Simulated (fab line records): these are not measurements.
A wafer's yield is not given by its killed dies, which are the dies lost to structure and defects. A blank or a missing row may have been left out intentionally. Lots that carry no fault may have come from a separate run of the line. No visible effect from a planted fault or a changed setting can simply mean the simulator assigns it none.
fab line records	flow gf180mcu
[record] lots = 5	wafers = 23
route steps=602 shown V3@433 M4@458 V4@476
start_h: hours from the record's opening day to when the first of the lot's shown wafers began	wait_h: hours elapsed since this lot's preceding step	" repeats the value in the row above	L1.1+2: several wafers, shown together as one row	- no value present, or no start provided	* or withheld: withheld	< > ~ a bound
route shown NAME@n: NAME is a module with steps in the file, n the number in the route of the first one	usual: average and standard deviation across the fault-free wafers	same: alike in all rows	chamber/n: place in a boat	sites: the reading at each site	_std_site: their standard deviation	_edge_site: outer sites' mean less inner sites'	radius_mm: how far each site lies from the wafer's centre	mask NAME#n: copy n	behind: the last tool/chamber to shape the wafer	hold: cause of the lot's hold/its duration in hours/its outcome	device: transistor that didn't switch, given as n, p or np	end of line: the same wafers' tests at the end of the route	a step without rows: its recipe alone	killed: the dies lost at the first sort to structure and to defects; this is not the yield of the wafer	map: shows each die of a wafer: x if killed, . if not, _ if none is there
set.NAME: the setting the step ran with; set.NAME@STEP: the setting that earlier step ran with	model.NAME: the simulator's own value behind a step, which no gauge read
lots with deliberately changed settings; one table per step, one row per wafer
[[steps]]
[step GF_V3_CMP_04]
[recipe] material = SiO2	down_force_psi = 4	platen_rpm = 60	pad_velocity_m_s = 0.94248
[usual] time_to_endpoint_s = 81/4.7
lot.wafer	tool	chamber	start_h	wait_h	set.leave_above_ref_nm	time_to_endpoint_s	model.SiO2_of_V3_CVD_02.thk_nm
L079.4	cmp-02	0	533.58	0.1	632.5	81	631.6
L079.2	"	1	"	"	604.4	87	606.5
L079.3	"	2	"	"	604.4	85	606
L079.5	"	3	"	"	632.5	76	633.1
L079.6	"	0	"	"	632.5	73	633.5
L080.2	cmp-01	3	546.82	0.2	632.5	78	633.5
L080.6	"	0	"	"	632.5	85	634.7
L080.5	"	1	"	"	632.5	82	634.2
L081.4	cmp-01	0	550.60	0.0	632.5	84	633.3
L081.1	"	1	"	"	660.3	71	661.3
L081.3	"	2	"	"	660.3	68	660.1
L081.2	"	3	"	"	660.3	68	660.7
L081.5	"	1	"	"	632.5	88	633.7
L082.3	cmp-01	2	556.17	0.0	663.8	63	663.3
L082.1	"	3	"	"	632.5	81	632.9
L082.2	"	1	"	"	663.8	68	665.1
L082.6	"	2	"	"	632.5	78	632.9
L082.5	"	3	"	"	663.8	70	663.9
L084.2	cmp-01	0	583.58	0.0	632.5	86	634.6
L084.1	"	1	"	"	593.4	96	595.1
L084.4	"	2	"	"	593.4	94	595.1
L084.6	"	0	"	"	632.5	86	635.2
L084.5	"	1	"	"	632.5	86	633.7
[step GF_V3_PEB_12]
[recipe] peb_temp_c = 135	peb_time_s = 90	resist = KrF
lot.wafer	tool	chamber	start_h	wait_h	set.peb_temp_c
L079.2+5+6	litho_track-01	0	-	-	135
L079.3+4	"	0	"	"	138
L080.2+5+6	litho_track-02	0	-	-	135
L081.1+3+4	litho_track-01	0	-	-	135
L081.2+5	"	0	"	"	137.1
L082.1+5	litho_track-01	0	-	-	133.3
L082.2+3+6	"	0	"	"	135
L084.1+6	litho_track-01	0	-	-	135
L084.2+4+5	"	0	"	"	138.3
[step GF_V3_DEVELOP_13]
[recipe] develop_time_s = 60	resist = KrF	dev_temp_c = 21
[step GF_V3_CD_MEAS_14]
[recipe] target_cd_nm = 260
[usual] cd_nm = 260.5/1.2
lot.wafer	tool	chamber	start_h	wait_h	set.peb_temp_c@V3_PEB_12	cd_nm
L079.2	cd_sem-01	-	556.36	0.1	135	260.6
L079.3	"	-	"	"	138	267.4
L079.4	"	-	"	"	138	268.2
L079.5	"	-	"	"	135	260.2
L079.6	"	-	"	"	135	260.2
L080.2	cd_sem-01	-	569.74	0.1	135	260.9
L080.5	"	-	"	"	135	259.9
L080.6	"	-	"	"	135	260.6
L081.1	cd_sem-02	-	573.29	0.1	135	261.8
L081.2	"	-	"	"	137.1	266.0
L081.3	"	-	"	"	135	261.1
L081.4	"	-	"	"	135	260.6
L081.5	"	-	"	"	137.1	265.0
L082.1	cd_sem-02	-	578.74	0.1	133.3	254.7
L082.2	"	-	"	"	135	262.5
L082.3	"	-	"	"	135	260.7
L082.5	"	-	"	"	133.3	256.0
L082.6	"	-	"	"	135	262.7
L084.1	cd_sem-02	-	605.29	0.1	135	259.1
L084.2	"	-	"	"	138.3	267.1
L084.4	"	-	"	"	138.3	267.5
L084.5	"	-	"	"	138.3	266.9
L084.6	"	-	"	"	135	259.5
[step GF_V3_ETCH_16]
[recipe] chemistry = N2/H2	target_depth_a = withheld	overetch_a = withheld	time_s = withheld	target = BARC	ion_energy_ev = 200	source_w = 500	bias_w = 100	pressure_mtorr = 30	n2_flow_sccm = 100	h2_flow_sccm = 200
lot.wafer	tool	chamber	start_h	wait_h	set.peb_temp_c@V3_PEB_12	model.V3.cd_nm
L079.2	rie_diel-03	2	556.49	0.0	135	260.8
L079.3	"	3	"	"	138	266.3
L079.4	"	1	"	"	138	267.7
L079.5	"	3	"	"	135	259.6
L079.6	"	2	"	"	135	261.2
L080.2	rie_diel-01	2	569.87	0.0	135	260.6
L080.5+6	"	2,1	"	"	135	260.3
L081.1	rie_diel-03	0	573.44	0.0	135	261.2
L081.2	"	2	"	"	137.1	265.4
L081.3	"	1	"	"	135	260.6
L081.4	"	3	"	"	135	259.6
L081.5	"	0	"	"	137.1	264.1
L082.1	rie_diel-03	3	578.89	0.0	133.3	254.6
L082.2	"	2	"	"	135	262.3
L082.3	"	0	"	"	135	260.9
L082.5	"	1	"	"	133.3	255.5
L082.6	"	0	"	"	135	262.4
L084.1	rie_diel-01	2	605.44	0.0	135	258.7
L084.2	"	1	"	"	138.3	266.7
L084.4	"	1	"	"	138.3	267.7
L084.5	"	2	"	"	138.3	266.9
L084.6	"	1	"	"	135	260.8
[step GF_V3_ETCH_17]
[recipe] chemistry = C4F8/O2/Ar	mask_material = KrF	target = SiO2	stop_on = TiN	source_w = 1500	bias_w = 1200	pressure_mtorr = 40	c4f8_flow_sccm = withheld	O2_flow_sccm = 6	Ar_flow_sccm = 300	time_s = withheld	target_depth_a = 6350
[usual] oes_product_au = 0.856/0.005
lot.wafer	tool	chamber	start_h	wait_h	set.leave_above_ref_nm@V3_CMP_04	oes_product_au	model.V3.feature_depth_nm
L079.2	rie_diel-03	2	-	-	604.4	0.833	606.5
L079.3	"	3	"	"	604.4	0.843	606
L079.4	"	1	"	"	632.5	0.859	631.6
L079.5	"	3	"	"	632.5	0.860	633.1
L079.6	"	2	"	"	632.5	0.847	633.5
L080.2	rie_diel-01	2	-	-	632.5	0.863	633.4
L080.5	"	2	"	"	632.5	0.849	634.2
L080.6	"	1	"	"	632.5	0.860	634.7
L081.1	rie_diel-03	0	-	-	660.3	0.869	661.3
L081.2	"	2	"	"	660.3	0.885	660.7
L081.3	"	1	"	"	660.3	0.883	660.1
L081.4	"	3	"	"	632.5	0.856	633.3
L081.5	"	0	"	"	632.5	0.858	633.7
L082.1	rie_diel-03	3	-	-	632.5	0.851	632.9
L082.2	"	2	"	"	663.8	0.873	665.1
L082.3	"	0	"	"	663.8	0.884	663.3
L082.5	"	1	"	"	663.8	0.879	663.9
L082.6	"	0	"	"	632.5	0.857	632.9
L084.1	rie_diel-01	2	-	-	593.4	0.830	595.1
L084.2	"	1	"	"	632.5	0.858	634.6
L084.4	"	1	"	"	593.4	0.837	595.1
L084.5	"	2	"	"	632.5	0.851	633.7
L084.6	"	1	"	"	632.5	0.858	635.2
[step GF_V3_CVD_23]
[recipe] material = W	target_thk_nm = 350	time_s = 104.9	temp_c = 400	pressure_torr = 40
lot.wafer	tool	chamber	start_h	wait_h	set.temp_c	model.W_of_V3_CVD_23.thk_nm
L079.2	cvd_w-01	1	557.25	0.0	400	352
L079.3	"	0	"	"	400	344.6
L079.4	"	1	"	"	400	347.4
L079.5+6	"	1,0	"	"	400	350.7
L080.2	cvd_w-02	1	570.68	0.0	400	347.6
L080.5	"	1	"	"	400	350.7
L080.6	"	0	"	"	400	352.9
L081.1	cvd_w-01	1	574.24	0.0	400	344.2
L081.2	"	0	"	"	400	348.5
L081.3	"	0	"	"	400	348
L081.4	"	1	"	"	400	351.8
L081.5	"	1	"	"	400	349.3
L082.1	cvd_w-01	1	579.66	0.0	411.6	428.7
L082.2	"	0	"	"	400	339.3
L082.3	"	1	"	"	411.6	423.2
L082.5	"	1	"	"	400	343.7
L082.6	"	0	"	"	400	340.5
L084.1	cvd_w-02	0	606.27	0.0	389.5	292.4
L084.2	"	1	"	"	400	350.5
L084.4	"	1	"	"	400	350.8
L084.5	"	0	"	"	389.5	288.8
L084.6	"	1	"	"	400	348.8
[step GF_V3_RS_MEAS_24]
[recipe] thk_meas_gauge = four-point-probe	reads = W_of_V3_CVD_23+TiN_of_V3_SPUTTER_22+Ti_of_V3_SPUTTER_21
[usual] V3_W_RS = 0.3289/0.003
lot.wafer	tool	chamber	start_h	wait_h	set.temp_c@V3_CVD_23	V3_W_RS[ohm/sq]
L079.2	film_metro-04	-	557.39	0.1	400	0.3253
L079.3	"	-	"	"	400	0.3329
L079.4	"	-	"	"	400	0.3306
L079.5	"	-	"	"	400	0.3272
L079.6	"	-	"	"	400	0.3274
L080.2	film_metro-01	-	570.81	0.1	400	0.3297
L080.5	"	-	"	"	400	0.3269
L080.6	"	-	"	"	400	0.3251
L081.1	film_metro-04	-	574.35	0.1	400	0.3324
L081.2	"	-	"	"	400	0.3283
L081.3	"	-	"	"	400	0.3293
L081.4	"	-	"	"	400	0.3263
L081.5	"	-	"	"	400	0.3293
L082.1	film_metro-04	-	579.78	0.1	411.6	0.2670
L082.2	"	-	"	"	400	0.3383
L082.3	"	-	"	"	411.6	0.2704
L082.5	"	-	"	"	400	0.3341
L082.6	"	-	"	"	400	0.3366
L084.1	film_metro-01	-	606.38	0.1	389.5	0.3923
L084.2	"	-	"	"	400	0.3272
L084.4	"	-	"	"	400	0.3266
L084.5	"	-	"	"	389.5	0.3980
L084.6	"	-	"	"	400	0.3285
[step GF_V3_THK_MEAS_25]
[recipe] thk_meas_gauge = xrf	reads = W_of_V3_CVD_23
[usual] V3_W_THK = 350/4.2
lot.wafer	tool	chamber	start_h	wait_h	set.temp_c@V3_CVD_23	V3_W_THK[nm]
L079.2	film_metro-04	-	557.50	0.1	400	352
L079.3	"	-	"	"	400	345
L079.4	"	-	"	"	400	347
L079.5	"	-	"	"	400	351
L079.6	"	-	"	"	400	350
L080.2	film_metro-01	-	570.92	0.1	400	349
L080.5	"	-	"	"	400	352
L080.6	"	-	"	"	400	356
L081.1	film_metro-04	-	574.47	0.1	400	343
L081.2	"	-	"	"	400	349
L081.3	"	-	"	"	400	349
L081.4	"	-	"	"	400	351
L081.5	"	-	"	"	400	350
L082.1	film_metro-04	-	579.90	0.1	411.6	433
L082.2	"	-	"	"	400	342
L082.3	"	-	"	"	411.6	430
L082.5	"	-	"	"	400	347
L082.6	"	-	"	"	400	341
L084.1	film_metro-01	-	606.50	0.1	389.5	292
L084.2	"	-	"	"	400	351
L084.4	"	-	"	"	400	351
L084.5	"	-	"	"	389.5	287
L084.6	"	-	"	"	400	347
[step GF_M4_SPUTTER_02]
[recipe] material = AlCu	target_thk_nm = 450	power_w = 10600	time_s = 23.9	chamber_pressure_pa = 0.4
lot.wafer	tool	chamber	start_h	wait_h	set.time_s	model.AlCu_of_M4_SPUTTER_02.thk_nm
L079.2	pvd_sputter-01	-	557.98	0.0	23.9	444.9
L079.3	"	-	"	"	23.9	438.9
L079.4	"	-	"	"	23.9	443.6
L079.5	"	-	"	"	23.9	440.3
L079.6	"	-	"	"	23.9	446.2
L080.2	pvd_sputter-02	-	571.40	0.0	23.9	458.7
L080.5	"	-	"	"	23.9	444.6
L080.6	"	-	"	"	23.9	458.6
L081.1	pvd_sputter-02	-	575.53	0.0	27.1	516.5
L081.2	"	-	"	"	27.1	517.7
L081.3	"	-	"	"	23.9	452.5
L081.4	"	-	"	"	23.9	447.7
L081.5	"	-	"	"	27.1	508.5
L082.1	pvd_sputter-04	-	580.39	0.0	23.9	451.2
L082.2	"	-	"	"	23.9	452.9
L082.3	"	-	"	"	23.9	451.1
L082.5	"	-	"	"	23.9	449.8
L082.6	"	-	"	"	23.9	449.2
L084.1	pvd_sputter-02	-	606.99	0.0	23.9	450.2
L084.2	"	-	"	"	21.38	393.8
L084.4	"	-	"	"	23.9	449.5
L084.5	"	-	"	"	23.9	452.2
L084.6	"	-	"	"	21.38	405.1
[step GF_M4_SPUTTER_03]
[recipe] material = Ti	target_thk_nm = 10	substrate_temp_c = 300	chamber_pressure_pa = 0.3058	power_w = 3000	time_s = 6.7
[step GF_M4_SPUTTER_04]
[recipe] material = TiN	target_thk_nm = 50	power_w = 6500	time_s = 41.7	chamber_pressure_pa = 0.4
[step GF_M4_RS_MEAS_05]
[recipe] thk_meas_gauge = four-point-probe	reads = TiN_of_M4_SPUTTER_04+Ti_of_M4_SPUTTER_03+AlCu_of_M4_SPUTTER_02+TiN_of_M4_SPUTTER_01+Ti_of_M4_SPUTTER_00
[usual] M4_ALCU_RS = 0.0696/0.00075
lot.wafer	tool	chamber	start_h	wait_h	set.time_s@M4_SPUTTER_02	M4_ALCU_RS[ohm/sq]
L079.2	film_metro-02	-	558.09	0.0	23.9	0.0703
L079.3	"	-	"	"	23.9	0.0712
L079.4	"	-	"	"	23.9	0.0706
L079.5	"	-	"	"	23.9	0.0712
L079.6	"	-	"	"	23.9	0.0700
L080.2	film_metro-03	-	571.51	0.0	23.9	0.0680
L080.5	"	-	"	"	23.9	0.0704
L080.6	"	-	"	"	23.9	0.0681
L081.1	film_metro-03	-	575.62	0.0	27.1	0.0605
L081.2	"	-	"	"	27.1	0.0602
L081.3	"	-	"	"	23.9	0.0692
L081.4	"	-	"	"	23.9	0.0698
L081.5	"	-	"	"	27.1	0.0614
L082.1	film_metro-03	-	580.48	0.0	23.9	0.0693
L082.2	"	-	"	"	23.9	0.0691
L082.3	"	-	"	"	23.9	0.0693
L082.5	"	-	"	"	23.9	0.0695
L082.6	"	-	"	"	23.9	0.0697
L084.1	film_metro-02	-	607.08	0.0	23.9	0.0697
L084.2	"	-	"	"	21.38	0.0797
L084.4	"	-	"	"	23.9	0.0697
L084.5	"	-	"	"	23.9	0.0693
L084.6	"	-	"	"	21.38	0.0774
[step GF_M4_THK_MEAS_06]
[recipe] thk_meas_gauge = xrf	reads = AlCu_of_M4_SPUTTER_02
[usual] M4_ALCU_THK = 440/5.4
lot.wafer	tool	chamber	start_h	wait_h	set.time_s@M4_SPUTTER_02	M4_ALCU_THK[nm]
L079.2	film_metro-02	-	558.20	0.1	23.9	435
L079.3	"	-	"	"	23.9	428
L079.4	"	-	"	"	23.9	431
L079.5	"	-	"	"	23.9	425
L079.6	"	-	"	"	23.9	435
L080.2	film_metro-03	-	571.62	0.1	23.9	450
L080.5	"	-	"	"	23.9	437
L080.6	"	-	"	"	23.9	448
L081.1	film_metro-03	-	575.74	0.1	27.1	506
L081.2	"	-	"	"	27.1	507
L081.3	"	-	"	"	23.9	445
L081.4	"	-	"	"	23.9	440
L081.5	"	-	"	"	27.1	497
L082.1	film_metro-03	-	580.60	0.1	23.9	442
L082.2	"	-	"	"	23.9	443
L082.3	"	-	"	"	23.9	443
L082.5	"	-	"	"	23.9	441
L082.6	"	-	"	"	23.9	442
L084.1	film_metro-02	-	607.20	0.1	23.9	440
L084.2	"	-	"	"	21.38	386
L084.4	"	-	"	"	23.9	440
L084.5	"	-	"	"	23.9	443
L084.6	"	-	"	"	21.38	398
[step GF_M4_COAT_09]
[recipe] resist = KrF	spin_rpm = withheld	resist_thk_nm = 1000
lot.wafer	tool	chamber	start_h	wait_h	set.resist_thk_nm	model.KrF_of_M4_COAT_09.thk_nm
L079.2	litho_track-01	0	569.06	0.1	1000	1000
L079.3	"	0	"	"	1000	998.4
L079.4	"	0	"	"	1000	1003
L079.5	"	0	"	"	1000	998.7
L079.6	"	0	"	"	1000	1001
L080.2	litho_track-01	0	581.91	0.1	1000	996.6
L080.5	"	0	"	"	1000	994.3
L080.6	"	0	"	"	1000	998.5
L081.1+5	litho_track-02	0	586.62	0.1	1000	-
L081.2	"	0	"	"	1047	-
L081.3	"	0	"	"	1000	996.9
L081.4	"	0	"	"	1047	1050
L082.1+6	litho_track-04	0	591.06	0.1	1000	1004
L082.2	"	0	"	"	956.7	959.4
L082.3	"	0	"	"	956.7	959.1
L082.5	"	0	"	"	1000	1005
L084.1	litho_track-01	0	617.74	0.1	1000	999.1
L084.2	"	0	"	"	1000	-
L084.4	"	0	"	"	1000	1002
L084.5	"	0	"	"	1022	1022
L084.6	"	0	"	"	1022	-
[step GF_M4_SOFTBAKE_10]
[recipe] temp_c = 130	time_s = 60	resist = KrF
[step GF_M4_EXPOSE_11]
[recipe] mask_id = Metal4	target_cd_nm = 280	na = 0.68	source_shape = conventional	sigma_outer = 0.6	dose_mj = 28
[step GF_M4_METAL_ETCH_16]
[recipe] chemistry = Cl2/BCl3	mask_material = KrF	target_depth_nm = 627.5	stop_on = SiO2	pressure_mtorr = 8	icp_w = 800	bias_w = 140	Cl2_flow_sccm = 80	bcl3_flow_sccm = 40	time_s = 104.6
[usual] oes_product_au = 0.971/0.0065
lot.wafer	tool	chamber	start_h	wait_h	set.time_s@M4_SPUTTER_02	set.resist_thk_nm@M4_COAT_09	oes_product_au	model.KrF_of_M4_COAT_09.thk_nm
L079.2	rie_metal-01	0	579.91	0.0	23.9	1000	0.969	726.3
L079.3	"	0	"	"	23.9	1000	0.963	724.8
L079.4	"	1	"	"	23.9	1000	0.969	728.1
L079.5	"	0	"	"	23.9	1000	0.974	724.6
L079.6	"	1	"	"	23.9	1000	0.960	728.7
L080.2	rie_metal-02	0	592.96	0.0	23.9	1000	0.978	737.8
L080.5	"	0	"	"	23.9	1000	0.964	735.8
L080.6	"	1	"	"	23.9	1000	0.990	734.5
L081.1	rie_metal-01	0	597.64	0.0	27.1	1000	1.003	-
L081.2	"	1	"	"	27.1	1047	1.010	-
L081.3	"	1	"	"	23.9	1000	0.974	727.5
L081.4	"	0	"	"	23.9	1047	0.959	778.9
L081.5	"	1	"	"	27.1	1000	0.999	-
L082.1	rie_metal-02	1	601.97	0.0	23.9	1000	0.975	741.1
L082.2	"	0	"	"	23.9	956.7	0.976	701
L082.3	"	1	"	"	23.9	956.7	0.977	698.6
L082.5	"	1	"	"	23.9	1000	0.971	741.9
L082.6	"	0	"	"	23.9	1000	0.970	744.7
L084.1	rie_metal-01	1	628.74	0.0	23.9	1000	0.974	731
L084.2	"	0	"	"	21.38	1000	0.919	-
L084.4	"	0	"	"	23.9	1000	0.981	729.7
L084.5	"	1	"	"	23.9	1022	0.982	750.9
L084.6	"	0	"	"	21.38	1022	0.921	-
[step GF_M4_STRIP_17]
[recipe] chemistry = O2/N2	power_w = 1400	pressure_mtorr = 1500	platen_temp_c = 250	o2_flow_sccm = 3000	n2_flow_sccm = 300	overash_fraction = 0.5
[usual] strip_time_to_endpoint_s = 7.88/0.066
lot.wafer	tool	chamber	start_h	wait_h	set.resist_thk_nm@M4_COAT_09	strip_time_to_endpoint_s
L079.2	plasma_asher-02	1	580.02	0.1	1000	7.79
L079.3	"	1	"	"	1000	7.78
L079.4	"	0	"	"	1000	7.82
L079.5	"	0	"	"	1000	7.78
L079.6	"	1	"	"	1000	7.83
L080.2	plasma_asher-04	0	593.07	0.1	1000	7.90
L080.5	"	1	"	"	1000	7.89
L080.6	"	0	"	"	1000	7.86
L081.1	plasma_asher-03	1	597.75	0.1	1000	7.86
L081.2	"	0	"	"	1047	8.31
L081.3	"	1	"	"	1000	7.81
L081.4	"	0	"	"	1047	8.31
L081.5	"	1	"	"	1000	7.81
L082.1	plasma_asher-04	1	602.09	0.1	1000	7.91
L082.2	"	0	"	"	956.7	7.55
L082.3	"	1	"	"	956.7	7.51
L082.5	"	1	"	"	1000	7.95
L082.6	"	0	"	"	1000	7.95
L084.1	plasma_asher-02	1	628.85	0.1	1000	7.84
L084.2	"	0	"	"	1000	7.80
L084.4	"	0	"	"	1000	7.83
L084.5	"	1	"	"	1022	8.02
L084.6	"	0	"	"	1022	8.07
[step GF_V4_CVD_00]
[recipe] material = SiO2	target_thk_nm = 600	sigma_open_frac = 0.3	temp_c = 400	time_s = 100	sih4_flow_sccm = 60	pressure_mtorr = 6
lot.wafer	tool	chamber	start_h	wait_h	set.sih4_flow_sccm	model.SiO2_of_V4_CVD_00.thk_nm
L079.2	hdpcvd-01	2	580.56	0.0	56.86	562
L079.3	"	0	"	"	56.86	561.6
L079.4	"	1	"	"	56.86	563.2
L079.5	"	0	"	"	60	595
L079.6	"	2	"	"	60	594.4
L080.2	hdpcvd-01	0	593.64	0.0	60	603
L080.5	"	2	"	"	60	607.8
L080.6	"	1	"	"	60	603.1
L081.1	hdpcvd-01	2	598.29	0.0	60	600
L081.2	"	0	"	"	64.46	638.7
L081.3	"	1	"	"	64.46	637.6
L081.4	"	1	"	"	60	599.7
L081.5	"	0	"	"	64.46	637
L082.1	hdpcvd-02	0	602.62	0.0	57.13	586.1
L082.2	"	2	"	"	57.13	585.3
L082.3	"	1	"	"	60	604.8
L082.5	"	2	"	"	60	612.9
L082.6	"	0	"	"	57.13	573.4
L084.1	hdpcvd-01	0	629.39	0.0	68.04	682.8
L084.2	"	2	"	"	60	599.5
L084.4	"	1	"	"	68.04	684.1
L084.5	"	2	"	"	60	600.9
L084.6	"	0	"	"	60	597.8
[step GF_V4_THK_MEAS_01]
[recipe] reads = SiO2_of_V4_CVD_00
[usual] V4_CVD_00_THK = 600/6.3
lot.wafer	tool	chamber	start_h	wait_h	set.sih4_flow_sccm@V4_CVD_00	V4_CVD_00_THK[nm]
L079.2	film_metro-04	-	580.64	0.0	56.86	562
L079.3	"	-	"	"	56.86	561
L079.4	"	-	"	"	56.86	563
L079.5	"	-	"	"	60	596
L079.6	"	-	"	"	60	595
L080.2	film_metro-02	-	593.72	0.0	60	602
L080.5	"	-	"	"	60	608
L080.6	"	-	"	"	60	603
L081.1	film_metro-03	-	598.36	0.0	60	600
L081.2	"	-	"	"	64.46	639
L081.3	"	-	"	"	64.46	638
L081.4	"	-	"	"	60	600
L081.5	"	-	"	"	64.46	637
L082.1	film_metro-03	-	602.69	0.0	57.13	586
L082.2	"	-	"	"	57.13	585
L082.3	"	-	"	"	60	605
L082.5	"	-	"	"	60	613
L082.6	"	-	"	"	57.13	574
L084.1	film_metro-03	-	629.46	0.0	68.04	683
L084.2	"	-	"	"	60	600
L084.4	"	-	"	"	68.04	684
L084.5	"	-	"	"	60	601
L084.6	"	-	"	"	60	597
[step GF_V4_CMP_04]
[recipe] material = SiO2	down_force_psi = 4	platen_rpm = 60	pad_velocity_m_s = 0.94248
lot.wafer	tool	chamber	start_h	wait_h	set.leave_above_ref_nm	model.SiO2_of_V4_CVD_02.thk_nm
L079.4	cmp-02	3	580.91	0.1	632.5	635.1
L079.2	"	0	"	"	605.1	605.5
L079.3	"	1	"	"	632.5	634.2
L079.6	"	3	"	"	632.5	633.4
L079.5	"	0	"	"	605.1	604
L080.2	cmp-01	2	593.95	0.1	632.5	631.5
L080.5	"	1	"	"	632.5	631.4
L080.6	"	2	"	"	632.5	632
L081.2	cmp-01	1	598.55	0.0	632.5	631.9
L081.3+1	"	2,3	"	"	632.5	632.2
L081.4	"	0	"	"	632.5	634.2
L081.5	"	1	"	"	632.5	632.5
L082.2	cmp-02	3	602.88	0.0	652	653.9
L082.3	"	0	"	"	632.5	632.1
L082.1	"	2	"	"	652	653.8
L082.6	"	3	"	"	632.5	634.9
L082.5	"	0	"	"	652	652
L084.1	cmp-01	0	629.65	0.1	632.5	633.5
L084.2	"	2	"	"	650.9	649.1
L084.4	"	3	"	"	632.5	630.8
L084.6	"	0	"	"	632.5	632.9
L084.5	"	1	"	"	650.9	650.6
[[key]]
[split] step = GF_V3_CMP_04	setting = leave_above_ref_nm	stated = 632.5	by = wafer
[response] step = GF_V3_CMP_04	reading = time_to_endpoint_s	change = *	per = 1%	r = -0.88
[response] step = GF_V3_CMP_04	reading = model.SiO2_of_V3_CVD_02.thk_nm	change = +6.24	per = 1%	r = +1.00
[response] step = GF_V3_ETCH_17	reading = oes_product_au	change = +0.0042	per = 1%	r = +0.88
[response] step = GF_V3_ETCH_17	reading = model.V3.feature_depth_nm	change = +6.24	per = 1%	r = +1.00
[split] step = GF_V3_PEB_12	setting = peb_temp_c	stated = 135	by = wafer
[response] step = GF_V3_CD_MEAS_14	reading = cd_nm	change = +3.41	per = 1%	r = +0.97
[response] step = GF_V3_ETCH_16	reading = model.V3.cd_nm	change = +3.19	per = 1%	r = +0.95
[split] step = GF_V3_CVD_23	setting = temp_c	stated = 400	by = wafer
[response] step = GF_V3_CVD_23	reading = model.W_of_V3_CVD_23.thk_nm	change = +26.3	per = 1%	r = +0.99
[response] step = GF_V3_RS_MEAS_24	reading = V3_W_RS	change = -0.0244	per = 1%	r = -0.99
[response] step = GF_V3_THK_MEAS_25	reading = V3_W_THK	change = +27	per = 1%	r = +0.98
[split] step = GF_M4_SPUTTER_02	setting = time_s	stated = 23.9	by = wafer
[response] step = GF_M4_SPUTTER_02	reading = model.AlCu_of_M4_SPUTTER_02.thk_nm	change = +4.81	per = 1%	r = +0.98
[response] step = GF_M4_RS_MEAS_05	reading = M4_ALCU_RS	change = -0.000732	per = 1%	r = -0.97
[response] step = GF_M4_THK_MEAS_06	reading = M4_ALCU_THK	change = +4.59	per = 1%	r = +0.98
[response] step = GF_M4_METAL_ETCH_16	reading = oes_product_au	change = +0.00385	per = 1%	r = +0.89
[split] step = GF_M4_COAT_09	setting = resist_thk_nm	stated = 1000	by = wafer
[response] step = GF_M4_COAT_09	reading = model.KrF_of_M4_COAT_09.thk_nm	change = +10.6	per = 1%	r = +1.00
[response] step = GF_M4_METAL_ETCH_16	reading = model.KrF_of_M4_COAT_09.thk_nm	change = +10.1	per = 1%	r = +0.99
[response] step = GF_M4_STRIP_17	reading = strip_time_to_endpoint_s	change = *	per = 1%	r = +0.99
[split] step = GF_V4_CVD_00	setting = sih4_flow_sccm	stated = 60	by = wafer
[response] step = GF_V4_CVD_00	reading = model.SiO2_of_V4_CVD_00.thk_nm	change = +5.99	per = 1%	r = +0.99
[response] step = GF_V4_THK_MEAS_01	reading = V4_CVD_00_THK	change = +6.03	per = 1%	r = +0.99
[split] step = GF_V4_CMP_04	setting = leave_above_ref_nm	stated = 632.5	by = wafer
[response] step = GF_V4_CMP_04	reading = model.SiO2_of_V4_CVD_02.thk_nm	change = +6.51	per = 1%	r = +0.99
